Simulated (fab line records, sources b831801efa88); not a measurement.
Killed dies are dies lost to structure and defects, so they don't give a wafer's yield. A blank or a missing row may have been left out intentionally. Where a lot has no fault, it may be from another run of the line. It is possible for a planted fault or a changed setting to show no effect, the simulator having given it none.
Which of the tools did it? / flow gf180mcu / 6 lots with 18 wafers sampled at 2 steps, on a route of 602 steps

## WHAT EACH GAUGE READ, for each wafer
GF_HV_LDD_TW_MEAS_11.
lot=L907; measured=day 10 02:52; on=film_metro-03; HV_LDD_TW=2371 2361 2364
lot=L909; measured=day 11 09:29; on=film_metro-04; HV_LDD_TW=2410 2411 2422
lot=L911; measured=day 11 19:25; on=film_metro-03; HV_LDD_TW=2385 2381 2374
lot=L914; measured=day 12 15:19; on=film_metro-04; HV_LDD_TW=2415 2400 2413
lot=L917; measured=day 13 10:25; on=film_metro-03; HV_LDD_TW=2378 2394 2369
lot=L923; measured=day 15 10:29; on=film_metro-03; HV_LDD_TW=1861 1857 1854

## EACH LOT AND THE TOOL THAT RAN IT (in order: tool; ch and the chambers of the sampled wafers; start)
lot=L907; GF_HV_LDD_IMPLANT_09=implanter-03 ch 0, day 10 02:37
lot=L909; GF_HV_LDD_IMPLANT_09=implanter-01 ch 0, day 11 09:14
lot=L911; GF_HV_LDD_IMPLANT_09=implanter-01 ch 0, day 11 19:10
lot=L914; GF_HV_LDD_IMPLANT_09=implanter-01 ch 0, day 12 15:06
lot=L917; GF_HV_LDD_IMPLANT_09=implanter-03 ch 0, day 13 10:10
lot=L923; GF_HV_LDD_IMPLANT_09=implanter-03 ch 0, day 15 10:15
- GF_HV_LDD_IMPLANT_09

## THE ANSWER, worked out from the rows above alone
Rule: what is usual is taken from the lots themselves. The widest of any qualifying gaps counts: lots, ordered by their means at a reading, are off when they make up no more than a third of the lots, leave a main group of 4 or more, and stand apart from it by 3 or more times the standard deviation of that group's means. If all means in a main group match to the digits the tables above print for the reading, that group is not used. Also off: a lot with no number at a reading for which 4 or more lots have one. All remaining lots with rows at the step are treated as sound.
Off: at GF_HV_LDD_TW_MEAS_11 (HV_LDD_TW), L923. For the main group the mean is 2390 and the standard deviation 19.
If a tool, at a process step before that reading, ran all the lots that are off and no sound lot after the first of them, it fits. Those tools and the gauges at GF_HV_LDD_TW_MEAS_11 are tried in the same way. Undecided on this evidence; 2 tools fit (implanter-03 at GF_HV_LDD_IMPLANT_09, film_metro-03 at GF_HV_LDD_TW_MEAS_11).

## WHAT THE SIMULATOR HAD PUT IN
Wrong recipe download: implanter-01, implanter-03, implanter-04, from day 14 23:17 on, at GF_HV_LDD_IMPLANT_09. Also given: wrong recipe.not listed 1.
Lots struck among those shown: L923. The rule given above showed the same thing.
